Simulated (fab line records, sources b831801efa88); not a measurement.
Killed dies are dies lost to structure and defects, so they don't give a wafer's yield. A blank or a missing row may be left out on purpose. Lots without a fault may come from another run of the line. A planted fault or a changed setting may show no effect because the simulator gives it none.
Which tool did it? | flow sky130 | 12 lots, 34 wafers sampled, at 5 steps of a route of 708

WHAT THE GAUGES READ, wafer by wafer
SKY_VIA1_OVL_MEAS_13. Usual: VIA1_OVL 1 nm, standard deviation 5.1.
lot  | measured     | on         | VIA1_OVL (nm) | flag
L582 | day 34 00:04 | overlay-01 | -6 -13 -7     |
L583 | day 34 02:07 | overlay-02 | 1 -1 10       |
L584 | day 34 18:52 | overlay-01 | 2 -3 -6       |
L585 | day 34 23:04 | overlay-01 | -5 -6 -7      |
L586 | day 35 08:39 | overlay-01 | -4 5 9        |
L588 | day 36 01:43 | overlay-01 | 4 6 3         |
L593 | day 37 09:46 | overlay-01 | 6 10 8        |
L595 | day 38 12:16 | overlay-01 | -6 -3 -4      |
L598 | day 39 01:16 | overlay-02 | -2 0          |
L599 | day 39 10:46 | overlay-01 | 3 0           |
L604 | day 40 21:46 | overlay-01 | 4 -4 5        |
L605 | day 41 08:07 | overlay-01 | 7 0 10        |

WHICH TOOL RAN EACH LOT (tool, then ch and the chambers of the sampled wafers, then the start)
lot  | SKY_FIELD_ISO_ETCH_14             | SKY_FIELD_ISO_STRIP_16              | SKY_LI_CONTACT_SPUTTER_19    | SKY_METAL1_STRIP_20
L582 | rie_diel-01 ch 2,3, day 2 05:16   | plasma_asher-03 ch 0,1, day 2 05:22 | pvd_sputter-02, day 29 04:14 | plasma_asher-02 ch 0,1, day 32 20:17
L583 | rie_diel-04 ch 0,2,3, day 2 10:55 | plasma_asher-01 ch 0,1, day 2 11:04 | pvd_sputter-01, day 29 07:43 | plasma_asher-03 ch 0,1, day 32 22:46
L584 | rie_diel-03 ch 0,3, day 2 16:55   | plasma_asher-03 ch 0,1, day 2 17:04 | pvd_sputter-01, day 30 00:29 | plasma_asher-02 ch 0,1, day 33 15:44
L585 | rie_diel-03 ch 0,3, day 2 20:58   | plasma_asher-04 ch 1, day 2 21:04   | pvd_sputter-01, day 30 03:57 | plasma_asher-02 ch 1, day 33 19:17
L586 | rie_diel-03 ch 1,2,3, day 3 02:54 | plasma_asher-04 ch 0,1, day 3 03:00 | pvd_sputter-01, day 30 14:49 | plasma_asher-04 ch 0,1, day 34 05:17
L588 | rie_diel-03 ch 0,1,2, day 3 11:52 | plasma_asher-04 ch 0,1, day 3 11:58 | pvd_sputter-01, day 31 09:07 | plasma_asher-03 ch 0,1, day 34 22:44
L593 | rie_diel-04 ch 1,2,3, day 4 13:09 | plasma_asher-04 ch 0, day 4 13:15   | pvd_sputter-01, day 32 19:47 | plasma_asher-02 ch 0,1, day 36 06:08
L595 | rie_diel-03 ch 0,1, day 4 23:28   | plasma_asher-04 ch 0,1, day 4 23:34 | pvd_sputter-02, day 33 23:14 | plasma_asher-03 ch 0,1, day 37 09:11
L598 | rie_diel-03 ch 2,3, day 5 15:21   | plasma_asher-03 ch 0, day 5 15:27   | pvd_sputter-02, day 34 11:55 | plasma_asher-04 ch 0,1, day 37 22:26
L599 | rie_diel-03 ch 1,3, day 5 20:37   | plasma_asher-03 ch 0,1, day 5 20:43 | pvd_sputter-04, day 34 22:23 | plasma_asher-04 ch 0,1, day 38 08:01
L604 | rie_diel-03 ch 1,2,3, day 7 03:34 | plasma_asher-03 ch 0,1, day 7 03:40 | pvd_sputter-01, day 36 11:38 | plasma_asher-03 ch 0,1, day 39 20:22
L605 | rie_diel-01 ch 0,1,3, day 7 06:28 | plasma_asher-03 ch 0,1, day 7 06:34 | pvd_sputter-01, day 36 22:35 | plasma_asher-02 ch 0,1, day 40 06:56
- SKY_FIELD_ISO_ETCH_14: etches BARC in N2/H2, stops on SiO2, time 45.9 s, target depth 60 nm.
- SKY_FIELD_ISO_STRIP_16: strips in O2/N2.
- SKY_LI_CONTACT_SPUTTER_19: material Ti, target thk 20 nm, time 106.37 s.
- SKY_METAL1_STRIP_20: strips in O2/N2.

WHAT THE TOOLS THEMSELVES READ (means of the sampled wafers that have a number; where no wafer has one, the mark that the record gives instead)
SKY_FIELD_ISO_ETCH_14. Usual: drypump_motor_current_A 5.7 A, standard deviation 0.54; oes_product_au 0.856 a.u., standard deviation 0.0049; run_length_s 74.3 s, standard deviation 0.38; throttle_valve_pct 13.225 %, standard deviation 0.0095.
lot  | tool        | drypump_motor_current_A (A) | oes_product_au (a.u.) | run_length_s (s) | throttle_valve_pct (%) | flag
L582 | rie_diel-01 | 5.4                         | 0.857                 | 74.3             | 13.228                 |
L583 | rie_diel-04 | 6.0                         | 0.857                 | 74.5             | 13.223                 |
L584 | rie_diel-03 | 5.6                         | 0.854                 | 74.5             | 13.228                 |
L585 | rie_diel-03 | 5.2                         | 0.856                 | 74.4             | 13.231                 |
L586 | rie_diel-03 | 5.4                         | 0.856                 | 74.5             | 13.214                 |
L588 | rie_diel-03 | 5.9                         | 0.857                 | 74.1             | 13.231                 |
L593 | rie_diel-04 | 5.9                         | 0.853                 | 74.5             | 13.227                 |
L595 | rie_diel-03 | 6.0                         | 0.857                 | 74.2             | 13.221                 |
L598 | rie_diel-03 | 5.3                         | 0.754                 | 91.5             | 13.217                 | OFF
L599 | rie_diel-03 | 5.3                         | 0.653                 | 108.7            | 13.199                 | OFF
L604 | rie_diel-03 | 5.4                         | 0.786                 | 85.8             | 13.218                 | OFF
L605 | rie_diel-01 | 5.7                         | 0.851                 | 74.2             | 13.219                 |

SKY_FIELD_ISO_STRIP_16. Usual: drypump_motor_current_A 5.5 A, standard deviation 0.5; oes_product_au 0.378 a.u., standard deviation 0.0051; strip_time_to_endpoint_s 3.54 s, standard deviation 0.032.
lot  | tool            | drypump_motor_current_A (A) | oes_product_au (a.u.) | strip_time_to_endpoint_s (s) | flag
L582 | plasma_asher-03 | 6.3                         | 0.375                 | 3.54                         |
L583 | plasma_asher-01 | 5.3                         | 0.371                 | 3.52                         |
L584 | plasma_asher-03 | 6.1                         | 0.380                 | 3.58                         |
L585 | plasma_asher-04 | 5.1                         | 0.373                 | 3.56                         |
L586 | plasma_asher-04 | 5.1                         | 0.382                 | 3.60                         |
L588 | plasma_asher-04 | 5.1                         | 0.377                 | 3.56                         |
L593 | plasma_asher-04 | 5.2                         | 0.368                 | 3.54                         |
L595 | plasma_asher-04 | 5.2                         | 0.378                 | 3.59                         |
L598 | plasma_asher-03 | 6.6                         | 0.373                 | 3.37                         | OFF
L599 | plasma_asher-03 | 6.2                         | 0.357                 | 3.15                         | OFF
L604 | plasma_asher-03 | 6.1                         | 0.375                 | 3.44                         | OFF
L605 | plasma_asher-03 | 6.1                         | 0.373                 | 3.52                         |

SKY_LI_CONTACT_SPUTTER_19. Usual: chamber_pressure_pa 5.000 Pa, standard deviation 0.01; throttle_valve_pct 29.8 %, standard deviation 1.4.
lot  | tool           | chamber_pressure_pa (Pa) | throttle_valve_pct (%) | flag
L582 | pvd_sputter-02 | 5.008                    | 30.2                   |
L583 | pvd_sputter-01 | 4.996                    | 29.7                   |
L584 | pvd_sputter-01 | 5.009                    | 29.8                   |
L585 | pvd_sputter-01 | 4.999                    | 29.0                   |
L586 | pvd_sputter-01 | 5.002                    | 29.8                   |
L588 | pvd_sputter-01 | 5.012                    | 29.7                   |
L593 | pvd_sputter-01 | 5.006                    | 28.6                   |
L595 | pvd_sputter-02 | 5.002                    | 28.7                   |
L598 | pvd_sputter-02 | 4.994                    | 29.9                   |
L599 | pvd_sputter-04 | 5.005                    | 29.6                   |
L604 | pvd_sputter-01 | 4.997                    | 29.3                   |
L605 | pvd_sputter-01 | 4.990                    | 30.7                   |

SKY_METAL1_STRIP_20. Usual: drypump_motor_current_A 5.6 A, standard deviation 0.48; oes_product_au 0.343 a.u., standard deviation 0.0045; strip_time_to_endpoint_s 2.69 s, standard deviation 0.032.
lot  | tool            | drypump_motor_current_A (A) | oes_product_au (a.u.) | strip_time_to_endpoint_s (s) | flag
L582 | plasma_asher-02 | 6.0                         | 0.346                 | 2.71                         |
L583 | plasma_asher-03 | 6.3                         | 0.343                 | 2.68                         |
L584 | plasma_asher-02 | 6.0                         | 0.342                 | 2.67                         |
L585 | plasma_asher-02 | 6.0                         | 0.343                 | 2.68                         |
L586 | plasma_asher-04 | 5.2                         | 0.345                 | 2.72                         |
L588 | plasma_asher-03 | 6.1                         | 0.344                 | 2.71                         |
L593 | plasma_asher-02 | 5.9                         | 0.340                 | 2.71                         |
L595 | plasma_asher-03 | 6.3                         | 0.342                 | 2.67                         |
L598 | plasma_asher-04 | 5.2                         | 0.345                 | 2.69                         |
L599 | plasma_asher-04 | 5.2                         | 0.337                 | 2.65                         |
L604 | plasma_asher-03 | 6.3                         | 0.339                 | 2.67                         |
L605 | plasma_asher-02 | 6.0                         | 0.346                 | 2.74                         |

THE ANSWER, worked out from the rows above alone
Rule: a lot is off if the mean of its wafers that have a number lies more than 3 standard deviations from the usual mean. A lot without any number at a reading at which 4 lots or more have one is off too. The other lots that the step has rows for count as sound. The gauges are gone through in route order, then the tools' own readings, and for those a lot's mean is taken as printed above. The first step at which some lot is off is used, and at that step the reading that is off furthest; a lot without a number counts as furthest.
Off: L598, L599, L604, at SKY_FIELD_ISO_ETCH_14 (run_length_s).
A tool fits if, at that step or a process step before it, it ran every lot that is off, and no sound lot after the first of them. One fits: rie_diel-03 at SKY_FIELD_ISO_ETCH_14. Its last sound lot is L595 (day 4 23:28), its first lot that is off L598 (day 5 15:21): a fault that began between those two fits.
The tool's own readings at SKY_FIELD_ISO_ETCH_14 bear it out: on the lots that are off they differ by more than 5 times the standard deviation of the sound lots' means. oes_product_au reads 0.731 a.u. there against 0.855 a.u. on the sound lots; run_length_s reads 95.3 s there against 74.4 s on the sound lots.

WHAT THE SIMULATOR HAD PUT IN
Process parameter drift: rie_diel-03, from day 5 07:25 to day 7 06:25, at SKY_FIELD_ISO_ETCH_14. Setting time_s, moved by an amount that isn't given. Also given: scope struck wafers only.
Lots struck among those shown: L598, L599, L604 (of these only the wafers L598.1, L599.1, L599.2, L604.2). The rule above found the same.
